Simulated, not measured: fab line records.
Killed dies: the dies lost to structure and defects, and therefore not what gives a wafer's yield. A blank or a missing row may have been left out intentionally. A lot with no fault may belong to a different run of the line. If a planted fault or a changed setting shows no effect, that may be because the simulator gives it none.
A lot that was struck, set against a sound lot    flow sky130    15 steps out of a route of 708
Sound: the wafers L209.2, L209.3, L209.4. Wafers struck: L223.3, L223.4, L223.6. Last of all comes the cause.
Per side, at each step with rows, come the tool, then ch with its chambers, and then its first start. Under that, the readings that differ: sound wafers    struck wafers    difference of the means    sigmas: that difference in standard deviations of wafers without a fault.
alike: readings with means less than 2 such deviations apart, plus words and numbers identical on both sides. not compared: withheld readings, readings lacking a value on some wafer, bounds such as >300 that could conceal the same value, and numbers that have no deviation in the record and whose values overlap.
A row with sigmas, a row that says differs or no value, or rows on one side alone: a step with any of these is where the two part. Non-overlapping numbers with no deviation appear without sigmas and do not part them. A reading missing from all wafers of one side parts the sides only when that side holds two or more wafers.

first, 2 steps without rows for these wafers: SKY_VT_ADJUST_PCH_PEB_05; SKY_VT_ADJUST_PCH_DEVELOP_06 (develop time 60 s).
SKY_VT_ADJUST_PCH_OVL_MEAS_07:
  sound on overlay-02 at day 10 15:34; struck on overlay-02 at day 15 01:50
  alike: VT_ADJUST_PCH_OVL
following that, these wafers have no rows for 1 step: SKY_VT_ADJUST_PCH_IMPLANT_08.
SKY_VT_ADJUST_PCH_STRIP_09: strips in O2/N2.
  sound on plasma_asher-04 ch 0,1, day 10 15:45; struck on plasma_asher-03 ch 0,1, day 15 02:03
  alike: drypump_motor_current_A, oes_product_au, strip_time_to_endpoint_s
  not compared: rf_hours_counter_h
SKY_VT_ADJUST_PCH_TW_MEAS_10:
  sound on film_metro-04 at day 10 15:52; struck on film_metro-02 at day 15 02:08
reading           sound              struck             difference  sigmas
VT_ADJUST_PCH_TW  139.6 140.6 140.5  143.7 145.1 144.0  +4.0        +2
then, 6 steps without rows for these wafers: SKY_SONOS_TUNNEL_DEHYDRATE_00 (time 60 s); SKY_SONOS_TUNNEL_HMDS_01 (prime time 60 s); SKY_SONOS_TUNNEL_COAT_02 (resist thk 1140 nm); SKY_SONOS_TUNNEL_SOFTBAKE_03 (time 60 s); SKY_SONOS_TUNNEL_EXPOSE_04 (exposes mask TUNM, target cd 410 nm); SKY_SONOS_TUNNEL_PEB_05.
SKY_SONOS_TUNNEL_DEVELOP_06: develop time 60 s.
  sound on litho_track-04 ch 0, day 11 14:50; struck on litho_track-03 ch 0, day 16 05:11
SKY_SONOS_TUNNEL_CD_MEAS_07: the cd target is 410 nm.
  sound on cd_sem-02 at day 11 14:59; struck on cd_sem-01 at day 16 05:20
reading     sound              struck             difference  sigmas
cd_nm (nm)  407.7 409.5 409.0  387.2 388.0 388.8  -20.7       -9
SKY_SONOS_TUNNEL_OVL_MEAS_08:
  sound on overlay-01 at day 11 15:05; struck on overlay-02 at day 16 05:25
  alike: SONOS_TUNNEL_OVL

WHERE THEY PART
First at SKY_VT_ADJUST_PCH_TW_MEAS_10; last, within this record, at SKY_SONOS_TUNNEL_CD_MEAS_07. Later steps at which nothing parts them and some readings are alike: SKY_SONOS_TUNNEL_OVL_MEAS_08.

WHY: whatever the simulator had introduced
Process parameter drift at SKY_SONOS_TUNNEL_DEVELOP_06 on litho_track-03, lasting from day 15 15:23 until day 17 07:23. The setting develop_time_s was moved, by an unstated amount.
